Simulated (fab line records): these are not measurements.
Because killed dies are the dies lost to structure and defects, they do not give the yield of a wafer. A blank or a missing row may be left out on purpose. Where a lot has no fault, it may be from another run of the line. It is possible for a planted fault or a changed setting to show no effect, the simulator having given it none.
The tool behind it: which one? :: flow gf180mcu :: 72 wafers from 24 lots sampled at 6 of the route's 602 steps

WHAT THE GAUGES READ, wafer by wafer
GF_V4_OVL_MEAS_15.
lot: L074
measured: day 24 07:53
on: overlay-01
V4_OVL (nm): 1 1 9

lot: L075
measured: day 24 20:20
on: overlay-01
V4_OVL (nm): -14 -5 -3

lot: L076
measured: day 25 23:05
on: overlay-01
V4_OVL (nm): 5 1 2

lot: L077
measured: day 25 23:55
on: overlay-01
V4_OVL (nm): -1 7 -1

lot: L078
measured: day 26 01:59
on: overlay-01
V4_OVL (nm): -7 4 10

lot: L079
measured: day 26 15:01
on: overlay-01
V4_OVL (nm): 0 -4 0

lot: L080
measured: day 26 19:44
on: overlay-01
V4_OVL (nm): 9 -3 -8

lot: L081
measured: day 27 13:41
on: overlay-02
V4_OVL (nm): 7 3 7

lot: L082
measured: day 27 17:32
on: overlay-01
V4_OVL (nm): 6 10 10

lot: L083
measured: day 27 20:46
on: overlay-02
V4_OVL (nm): 5 5 1

lot: L084
measured: day 27 23:07
on: overlay-02
V4_OVL (nm): 1 1 -6

lot: L085
measured: day 28 14:20
on: overlay-01
V4_OVL (nm): -11 -4 -8

lot: L086
measured: day 28 16:20
on: overlay-01
V4_OVL (nm): -5 -10 1

lot: L087
measured: day 28 18:22
on: overlay-02
V4_OVL (nm): 6 3 4

lot: L088
measured: day 29 07:32
on: overlay-02
V4_OVL (nm): 4 9 3

lot: L089
measured: day 29 16:41
on: overlay-02
V4_OVL (nm): -2 -4 -1

lot: L090
measured: day 30 03:28
on: overlay-02
V4_OVL (nm): 1 3 0

lot: L091
measured: day 30 09:11
on: overlay-01
V4_OVL (nm): 2 11 9

lot: L094
measured: day 31 04:32
on: overlay-02
V4_OVL (nm): 10 8 14

lot: L095
measured: day 31 05:47
on: overlay-02
V4_OVL (nm): 9 -10 6

lot: L093
measured: day 31 06:11
on: overlay-01
V4_OVL (nm): 6 -7 3

lot: L096
measured: day 31 07:28
on: overlay-02
V4_OVL (nm): 0 3 9

lot: L092
measured: day 31 08:26
on: overlay-02
V4_OVL (nm): 1 6 6

lot: L097
measured: day 31 23:34
on: overlay-01
V4_OVL (nm): 4 -2 1

GF_MIM_THK_MEAS_06.
lot: L074
measured: day 24 10:02
on: filmMetro-04
MIM_CVD_05_THK (nm): 42.0 41.6 43.6

lot: L075
measured: day 25 01:24
on: filmMetro-04
MIM_CVD_05_THK (nm): 41.5 42.0 42.1

lot: L076
measured: day 26 00:46
on: filmMetro-03
MIM_CVD_05_THK (nm): 42.3 43.2 42.1

lot: L077
measured: day 26 01:37
on: filmMetro-04
MIM_CVD_05_THK (nm): 41.7 42.0 42.0

lot: L078
measured: day 26 03:39
on: filmMetro-04
MIM_CVD_05_THK (nm): 41.4 41.8 42.7

lot: L079
measured: day 26 16:43
on: filmMetro-03
MIM_CVD_05_THK (nm): 42.2 43.0 42.8

lot: L080
measured: day 26 21:37
on: filmMetro-04
MIM_CVD_05_THK (nm): 41.1 41.5 41.6

lot: L081
measured: day 27 15:20
on: filmMetro-04
MIM_CVD_05_THK (nm): 41.3 41.4 41.3

lot: L082
measured: day 27 19:11
on: filmMetro-02
MIM_CVD_05_THK (nm): 41.7 42.2 42.8

lot: L083
measured: day 27 22:35
on: filmMetro-02
MIM_CVD_05_THK (nm): 41.9 42.9 42.1

lot: L084
measured: day 28 00:58
on: filmMetro-03
MIM_CVD_05_THK (nm): 41.4 42.2 43.1

lot: L085
measured: day 28 16:20
on: filmMetro-03
MIM_CVD_05_THK (nm): 41.6 43.3 42.8

lot: L086
measured: day 28 18:07
on: filmMetro-03
MIM_CVD_05_THK (nm): 42.0 41.0 43.0

lot: L087
measured: day 28 20:02
on: filmMetro-02
MIM_CVD_05_THK (nm): 42.1 43.0 42.7

lot: L088
measured: day 29 09:25
on: filmMetro-02
MIM_CVD_05_THK (nm): 41.9 41.3 42.6

lot: L089
measured: day 29 18:20
on: filmMetro-03
MIM_CVD_05_THK (nm): 41.3 42.0 42.2

lot: L090
measured: day 30 05:07
on: filmMetro-03
MIM_CVD_05_THK (nm): 42.3 41.7 43.1

lot: L091
measured: day 30 10:50
on: filmMetro-02
MIM_CVD_05_THK (nm): 41.6 41.1 43.1

lot: L094
measured: day 31 06:11
on: filmMetro-04
MIM_CVD_05_THK (nm): 41.8 42.3 42.6

lot: L095
measured: day 31 07:28
on: filmMetro-03
MIM_CVD_05_THK (nm): 41.2 41.6 42.9

lot: L093
measured: day 31 08:02
on: filmMetro-02
MIM_CVD_05_THK (nm): 41.6 42.1 42.1

lot: L096
measured: day 31 09:08
on: filmMetro-02
MIM_CVD_05_THK (nm): 41.8 41.3 41.7

lot: L092
measured: day 31 10:04
on: filmMetro-02
MIM_CVD_05_THK (nm): 42.2 42.4 42.9

lot: L097
measured: day 32 01:14
on: filmMetro-03
MIM_CVD_05_THK (nm): 41.6 42.6 42.6

GF_V5_CD_MEAS_14: target cd 260 nm.
lot: L074
measured: day 27 01:08
on: cdSem-02
cdNm (nm): 261.1 262.4 261.7

lot: L075
measured: day 27 18:05
on: cdSem-01
cdNm (nm): 258.3 256.6 257.8

lot: L076
measured: day 28 14:55
on: cdSem-02
cdNm (nm): 260.1 260.7 261.0

lot: L077
measured: day 28 17:11
on: cdSem-01
cdNm (nm): 260.2 262.6 261.2

lot: L078
measured: day 28 19:08
on: cdSem-01
cdNm (nm): 263.6 262.2 263.1

lot: L079
measured: day 29 04:08
on: cdSem-01
cdNm (nm): 260.6 261.6 259.6

lot: L080
measured: day 29 10:29
on: cdSem-02
cdNm (nm): 260.8 260.5 260.1

lot: L081
measured: day 30 02:08
on: cdSem-02
cdNm (nm): 260.0 260.9 260.8

lot: L082
measured: day 30 07:05
on: cdSem-01
cdNm (nm): 261.2 261.8 260.8

lot: L083
measured: day 30 10:45
on: cdSem-02
cdNm (nm): 260.0 259.8 258.8

lot: L084
measured: day 30 13:19
on: cdSem-02
cdNm (nm): 261.2 261.0 261.7

lot: L085
measured: day 31 02:51
on: cdSem-01
cdNm (nm): 259.2 259.5 260.3

lot: L086
measured: day 31 04:23
on: cdSem-02
cdNm (nm): 262.9 262.5 261.4

lot: L087
measured: day 31 04:44
on: cdSem-01
cdNm (nm): 259.8 259.4 259.8

lot: L088
measured: day 31 18:20
on: cdSem-01
cdNm (nm): 259.5 259.7 260.1

lot: L089
measured: day 32 02:37
on: cdSem-01
cdNm (nm): 260.4 260.5 260.8

lot: L090
measured: day 32 11:35
on: cdSem-01
cdNm (nm): 260.3 259.9 260.4

lot: L091
measured: day 32 17:25
on: cdSem-02
cdNm (nm): 261.0 261.4 260.7

lot: L094
measured: day 33 10:44
on: cdSem-01
cdNm (nm): 259.1 258.1 260.0

lot: L095
measured: day 33 11:56
on: cdSem-01
cdNm (nm): 257.3 258.3 259.1

lot: L093
measured: day 33 12:02
on: cdSem-02
cdNm (nm): 259.0 259.4 260.0

lot: L096
measured: day 33 13:11
on: cdSem-01
cdNm (nm): 260.5 262.2 261.5

lot: L092
measured: day 33 14:26
on: cdSem-01
cdNm (nm): 261.2 259.4 260.5

lot: L097
measured: day 34 04:33
on: cdSem-01
cdNm (nm): 260.9 262.1 261.5

WHAT TOOL EACH LOT RAN ON (gives the tool, then ch and the chambers of the sampled wafers, and finally the start)
lot: L074
GF_V4_CMP_04: cmp-01 ch 0,1,2, day 23 09:26
GF_V4_CMP_26: cmp-01 ch 0,2,3, day 24 09:29
GF_MIM_CVD_05: pecvd-04 ch 0,2, day 24 10:00

lot: L075
GF_V4_CMP_04: cmp-01 ch 2,3, day 23 22:01
GF_V4_CMP_26: cmp-02 ch 0,1,3, day 25 00:50
GF_MIM_CVD_05: pecvd-02 ch 0,1, day 25 01:22

lot: L076
GF_V4_CMP_04: cmp-02 ch 1,2, day 25 01:26
GF_V4_CMP_26: cmp-02 ch 0,1,3, day 26 00:19
GF_MIM_CVD_05: pecvd-04 ch 0,2, day 26 00:44

lot: L077
GF_V4_CMP_04: cmp-02 ch 1,2, day 25 02:02
GF_V4_CMP_26: cmp-01 ch 1,2, day 26 01:05
GF_MIM_CVD_05: pecvd-04 ch 0,1,2, day 26 01:34

lot: L078
GF_V4_CMP_04: cmp-01 ch 0,1,2, day 25 04:10
GF_V4_CMP_26: cmp-01 ch 0,1,3, day 26 03:09
GF_MIM_CVD_05: pecvd-04 ch 0,2, day 26 03:37

lot: L079
GF_V4_CMP_04: cmp-01 ch 1,3, day 25 17:40
GF_V4_CMP_26: cmp-02 ch 0,2,3, day 26 16:14
GF_MIM_CVD_05: pecvd-02 ch 0,2, day 26 16:40

lot: L080
GF_V4_CMP_04: cmp-02 ch 0,1,2, day 25 22:13
GF_V4_CMP_26: cmp-02 ch 0,2,3, day 26 21:04
GF_MIM_CVD_05: pecvd-02 ch 0,1,2, day 26 21:35

lot: L081
GF_V4_CMP_04: cmp-02 ch 0,2,3, day 26 17:13
GF_V4_CMP_26: cmp-01 ch 0,2,3, day 27 14:47
GF_MIM_CVD_05: pecvd-03 ch 0,1,2, day 27 15:18

lot: L082
GF_V4_CMP_04: cmp-02 ch 0,1, day 26 20:31
GF_V4_CMP_26: cmp-02 ch 0,3, day 27 18:37
GF_MIM_CVD_05: pecvd-03 ch 0,1,2, day 27 19:08

lot: L083
GF_V4_CMP_04: cmp-01 ch 0,2,3, day 26 23:52
GF_V4_CMP_26: cmp-02 ch 0,2,3, day 27 22:01
GF_MIM_CVD_05: pecvd-03 ch 0,1,2, day 27 22:32

lot: L084
GF_V4_CMP_04: cmp-02 ch 0,1,3, day 27 02:01
GF_V4_CMP_26: cmp-02 ch 1,2,3, day 28 00:25
GF_MIM_CVD_05: pecvd-03 ch 0,1, day 28 00:56

lot: L085
GF_V4_CMP_04: cmp-02 ch 0,3, day 27 17:43
GF_V4_CMP_26: cmp-02 ch 0,1,3, day 28 15:54
GF_MIM_CVD_05: pecvd-04 ch 0,1,2, day 28 16:16

lot: L086
GF_V4_CMP_04: cmp-02 ch 0,1,3, day 27 19:58
GF_V4_CMP_26: cmp-01 ch 0,1,3, day 28 17:37
GF_MIM_CVD_05: pecvd-04 ch 0,1,2, day 28 18:05

lot: L087
GF_V4_CMP_04: cmp-01 ch 0,1,2, day 27 22:35
GF_V4_CMP_26: cmp-01 ch 0,1,3, day 28 19:35
GF_MIM_CVD_05: pecvd-03 ch 0,1,2, day 28 20:01

lot: L088
GF_V4_CMP_04: cmp-01 ch 0,2,3, day 28 12:04
GF_V4_CMP_26: cmp-02 ch 0,1,2, day 29 09:00
GF_MIM_CVD_05: pecvd-04 ch 0,2, day 29 09:22

lot: L089
GF_V4_CMP_04: cmp-02 ch 0,1, day 28 20:25
GF_V4_CMP_26: cmp-01 ch 0,3, day 29 17:46
GF_MIM_CVD_05: pecvd-03 ch 0,1,2, day 29 18:17

lot: L090
GF_V4_CMP_04: cmp-02 ch 0,1, day 29 08:33
GF_V4_CMP_26: cmp-02 ch 1,2,3, day 30 04:39
GF_MIM_CVD_05: pecvd-02 ch 0,2, day 30 05:04

lot: L091
GF_V4_CMP_04: cmp-01 ch 0,1,2, day 29 13:52
GF_V4_CMP_26: cmp-01 ch 0,1,3, day 30 10:16
GF_MIM_CVD_05: pecvd-04 ch 0,1,2, day 30 10:47

lot: L094
GF_V4_CMP_04: cmp-02 ch 0,2,3, day 30 09:58
GF_V4_CMP_26: cmp-02 ch 0,1,2, day 31 05:37
GF_MIM_CVD_05: pecvd-03 ch 1,2, day 31 06:10

lot: L095
GF_V4_CMP_04: cmp-02 ch 0,3, day 30 10:52
GF_V4_CMP_26: cmp-01 ch 1,2,3, day 31 06:58
GF_MIM_CVD_05: pecvd-03 ch 0,1, day 31 07:25

lot: L093
GF_V4_CMP_04: cmp-02 ch 0,1,2, day 30 11:27
GF_V4_CMP_26: cmp-02 ch 2,3, day 31 07:24
GF_MIM_CVD_05: pecvd-03 ch 0,2, day 31 07:56

lot: L096
GF_V4_CMP_04: cmp-01 ch 1,2,3, day 30 12:25
GF_V4_CMP_26: cmp-01 ch 0,3, day 31 08:37
GF_MIM_CVD_05: pecvd-02 ch 0,1,2, day 31 09:05

lot: L092
GF_V4_CMP_04: cmp-01 ch 0,1,3, day 30 13:37
GF_V4_CMP_26: cmp-01 ch 0,1,3, day 31 09:31
GF_MIM_CVD_05: pecvd-04 ch 0,1,2, day 31 10:02

lot: L097
GF_V4_CMP_04: cmp-01 ch 1,2, day 31 05:11
GF_V4_CMP_26: cmp-02 ch 0,3, day 32 00:40
GF_MIM_CVD_05: pecvd-04 ch 0,1, day 32 01:11
- GF_V4_CMP_04: polishes SiO2.
- GF_V4_CMP_26: polishes, stops on SiO2, t overpolish 15 s, target thk 0 nm.
- GF_MIM_CVD_05: deposits Si3N4, target thk 42 nm, time 29.086 s.

AS READ BY THE TOOLS THEMSELVES (means over the sampled wafers that have a number; for cases with no such wafer, the mark the record gives instead)
GF_V4_CMP_04.
lot: L074
tool: cmp-01
motorCurrentA (A): 12.1
slurryFlowMlMin: 149.8
timeToEndpointS (s): 79

lot: L075
tool: cmp-01
motorCurrentA (A): 12.9
slurryFlowMlMin: 150.1
timeToEndpointS (s): 83

lot: L076
tool: cmp-02
motorCurrentA (A): 12.8
slurryFlowMlMin: 149.9
timeToEndpointS (s): 84

lot: L077
tool: cmp-02
motorCurrentA (A): 13.0
slurryFlowMlMin: 150.1
timeToEndpointS (s): 73

lot: L078
tool: cmp-01
motorCurrentA (A): 12.3
slurryFlowMlMin: 150.2
timeToEndpointS (s): 86

lot: L079
tool: cmp-01
motorCurrentA (A): 13.2
slurryFlowMlMin: 149.7
timeToEndpointS (s): 88

lot: L080
tool: cmp-02
motorCurrentA (A): 10.9
slurryFlowMlMin: 150.2
timeToEndpointS (s): 78

lot: L081
tool: cmp-02
motorCurrentA (A): 10.3
slurryFlowMlMin: 150.1
timeToEndpointS (s): 77

lot: L082
tool: cmp-02
motorCurrentA (A): 9.8
slurryFlowMlMin: 150.2
timeToEndpointS (s): 86

lot: L083
tool: cmp-01
motorCurrentA (A): 12.3
slurryFlowMlMin: 150.4
timeToEndpointS (s): 88

lot: L084
tool: cmp-02
motorCurrentA (A): 10.6
slurryFlowMlMin: 150.0
timeToEndpointS (s): 81

lot: L085
tool: cmp-02
motorCurrentA (A): 8.9
slurryFlowMlMin: 149.8
timeToEndpointS (s): 85

lot: L086
tool: cmp-02
motorCurrentA (A): 10.5
slurryFlowMlMin: 149.7
timeToEndpointS (s): 83

lot: L087
tool: cmp-01
motorCurrentA (A): 11.5
slurryFlowMlMin: 150.2
timeToEndpointS (s): 84

lot: L088
tool: cmp-01
motorCurrentA (A): 12.1
slurryFlowMlMin: 149.8
timeToEndpointS (s): 84

lot: L089
tool: cmp-02
motorCurrentA (A): 9.5
slurryFlowMlMin: 150.2
timeToEndpointS (s): 84

lot: L090
tool: cmp-02
motorCurrentA (A): 9.8
slurryFlowMlMin: 150.4
timeToEndpointS (s): 81

lot: L091
tool: cmp-01
motorCurrentA (A): 12.1
slurryFlowMlMin: 150.0
timeToEndpointS (s): 81

lot: L094
tool: cmp-02
motorCurrentA (A): 10.6
slurryFlowMlMin: 150.2
timeToEndpointS (s): 78

lot: L095
tool: cmp-02
motorCurrentA (A): 8.6
slurryFlowMlMin: 149.8
timeToEndpointS (s): 77

lot: L093
tool: cmp-02
motorCurrentA (A): 11.2
slurryFlowMlMin: 150.0
timeToEndpointS (s): 81

lot: L096
tool: cmp-01
motorCurrentA (A): 12.5
slurryFlowMlMin: 149.8
timeToEndpointS (s): 89

lot: L092
tool: cmp-01
motorCurrentA (A): 12.3
slurryFlowMlMin: 150.3
timeToEndpointS (s): 90

lot: L097
tool: cmp-01
motorCurrentA (A): 12.1
slurryFlowMlMin: 150.4
timeToEndpointS (s): 84

GF_V4_CMP_26.
lot: L074
tool: cmp-01
motorCurrentA (A): 11.4
overpolishRunS (s): 15.001
slurryFlowMlMin: 150.0
timeToEndpointS (s): 86

lot: L075
tool: cmp-02
motorCurrentA (A): 9.5
overpolishRunS (s): 14.995
slurryFlowMlMin: 149.8
timeToEndpointS (s): 89

lot: L076
tool: cmp-02
motorCurrentA (A): 9.7
overpolishRunS (s): 15.008
slurryFlowMlMin: 149.8
timeToEndpointS (s): 87

lot: L077
tool: cmp-01
motorCurrentA (A): 11.7
overpolishRunS (s): 14.998
slurryFlowMlMin: 150.0
timeToEndpointS (s): 83

lot: L078
tool: cmp-01
motorCurrentA (A): 11.7
overpolishRunS (s): 14.996
slurryFlowMlMin: 150.1
timeToEndpointS (s): 93

lot: L079
tool: cmp-02
motorCurrentA (A): 9.4
overpolishRunS (s): 15.000
slurryFlowMlMin: 149.5
timeToEndpointS (s): 86

lot: L080
tool: cmp-02
motorCurrentA (A): 9.7
overpolishRunS (s): 15.002
slurryFlowMlMin: 150.2
timeToEndpointS (s): 90

lot: L081
tool: cmp-01
motorCurrentA (A): 11.5
overpolishRunS (s): 14.996
slurryFlowMlMin: 150.0
timeToEndpointS (s): 87

lot: L082
tool: cmp-02
motorCurrentA (A): 8.3
overpolishRunS (s): 15.003
slurryFlowMlMin: 150.0
timeToEndpointS (s): 87

lot: L083
tool: cmp-02
motorCurrentA (A): 9.9
overpolishRunS (s): 15.001
slurryFlowMlMin: 150.2
timeToEndpointS (s): 89

lot: L084
tool: cmp-02
motorCurrentA (A): 11.3
overpolishRunS (s): 15.002
slurryFlowMlMin: 150.0
timeToEndpointS (s): 86

lot: L085
tool: cmp-02
motorCurrentA (A): 9.5
overpolishRunS (s): 15.004
slurryFlowMlMin: 149.6
timeToEndpointS (s): 87

lot: L086
tool: cmp-01
motorCurrentA (A): 11.7
overpolishRunS (s): 15.004
slurryFlowMlMin: 150.1
timeToEndpointS (s): 88

lot: L087
tool: cmp-01
motorCurrentA (A): 11.6
overpolishRunS (s): 15.003
slurryFlowMlMin: 149.7
timeToEndpointS (s): 87

lot: L088
tool: cmp-02
motorCurrentA (A): 10.3
overpolishRunS (s): 14.997
slurryFlowMlMin: 149.7
timeToEndpointS (s): 89

lot: L089
tool: cmp-01
motorCurrentA (A): 11.7
overpolishRunS (s): 15.008
slurryFlowMlMin: 149.5
timeToEndpointS (s): 87

lot: L090
tool: cmp-02
motorCurrentA (A): 11.2
overpolishRunS (s): 14.996
slurryFlowMlMin: 149.6
timeToEndpointS (s): 88

lot: L091
tool: cmp-01
motorCurrentA (A): 11.5
overpolishRunS (s): 15.012
slurryFlowMlMin: 150.3
timeToEndpointS (s): 87

lot: L094
tool: cmp-02
motorCurrentA (A): 10.2
overpolishRunS (s): 15.003
slurryFlowMlMin: 150.6
timeToEndpointS (s): 88

lot: L095
tool: cmp-01
motorCurrentA (A): 11.9
overpolishRunS (s): 14.997
slurryFlowMlMin: 150.0
timeToEndpointS (s): 86

lot: L093
tool: cmp-02
motorCurrentA (A): 10.2
overpolishRunS (s): 15.000
slurryFlowMlMin: 149.7
timeToEndpointS (s): 85

lot: L096
tool: cmp-01
motorCurrentA (A): 11.9
overpolishRunS (s): 15.003
slurryFlowMlMin: 150.0
timeToEndpointS (s): 89

lot: L092
tool: cmp-01
motorCurrentA (A): 11.7
overpolishRunS (s): 14.998
slurryFlowMlMin: 149.7
timeToEndpointS (s): 90

lot: L097
tool: cmp-02
motorCurrentA (A): 8.7
overpolishRunS (s): 14.991
slurryFlowMlMin: 150.1
timeToEndpointS (s): 87

GF_MIM_CVD_05.
lot: L074
tool: pecvd-04
heaterPowerW (W): 684
susceptorTempC (C): 384.78

lot: L075
tool: pecvd-02
heaterPowerW (W): 540
susceptorTempC (C): 384.78

lot: L076
tool: pecvd-04
heaterPowerW (W): 664
susceptorTempC (C): 385.00

lot: L077
tool: pecvd-04
heaterPowerW (W): 683
susceptorTempC (C): 385.07

lot: L078
tool: pecvd-04
heaterPowerW (W): 699
susceptorTempC (C): 385.07

lot: L079
tool: pecvd-02
heaterPowerW (W): 535
susceptorTempC (C): 385.13

lot: L080
tool: pecvd-02
heaterPowerW (W): 635
susceptorTempC (C): 384.91

lot: L081
tool: pecvd-03
heaterPowerW (W): 790
susceptorTempC (C): 384.70

lot: L082
tool: pecvd-03
heaterPowerW (W): 760
susceptorTempC (C): 384.90

lot: L083
tool: pecvd-03
heaterPowerW (W): 736
susceptorTempC (C): 385.10

lot: L084
tool: pecvd-03
heaterPowerW (W): 773
susceptorTempC (C): 384.87

lot: L085
tool: pecvd-04
heaterPowerW (W): 670
susceptorTempC (C): 385.14

lot: L086
tool: pecvd-04
heaterPowerW (W): 685
susceptorTempC (C): 384.92

lot: L087
tool: pecvd-03
heaterPowerW (W): 781
susceptorTempC (C): 384.86

lot: L088
tool: pecvd-04
heaterPowerW (W): 685
susceptorTempC (C): 384.97

lot: L089
tool: pecvd-03
heaterPowerW (W): 763
susceptorTempC (C): 384.89

lot: L090
tool: pecvd-02
heaterPowerW (W): 607
susceptorTempC (C): 384.94

lot: L091
tool: pecvd-04
heaterPowerW (W): 749
susceptorTempC (C): 385.02

lot: L094
tool: pecvd-03
heaterPowerW (W): 700
susceptorTempC (C): 384.96

lot: L095
tool: pecvd-03
heaterPowerW (W): 752
susceptorTempC (C): 384.79

lot: L093
tool: pecvd-03
heaterPowerW (W): 743
susceptorTempC (C): 385.15

lot: L096
tool: pecvd-02
heaterPowerW (W): 595
susceptorTempC (C): 385.06

lot: L092
tool: pecvd-04
heaterPowerW (W): 722
susceptorTempC (C): 385.04

lot: L097
tool: pecvd-04
heaterPowerW (W): 654
susceptorTempC (C): 384.98

THE ANSWER, worked out from the rows above alone
Rule: the lots themselves supply what counts as usual. Put in order of their means at a reading, lots are off if they are a third of the lots or fewer, leave a main group of 4 or more, and stand apart from it by a gap of 3 or more times the standard deviation of the main group's means; of several such gaps the widest counts. If all means in a main group match to the digits the tables above print for the reading, that group is not used. Also off: a lot with no number at a reading for which 4 or more lots have one. All remaining lots with rows at the step are treated as sound. The gauges are gone through in route order, then the tools' own readings, and for those a lot's mean is taken as printed above. At the first step where some lot is off, the reading lying furthest off is the one used; lots without a number count as furthest.
No lot is off on any of the readings shown, so nothing can be concluded from this.

WHAT THE SIMULATOR HAD INSERTED
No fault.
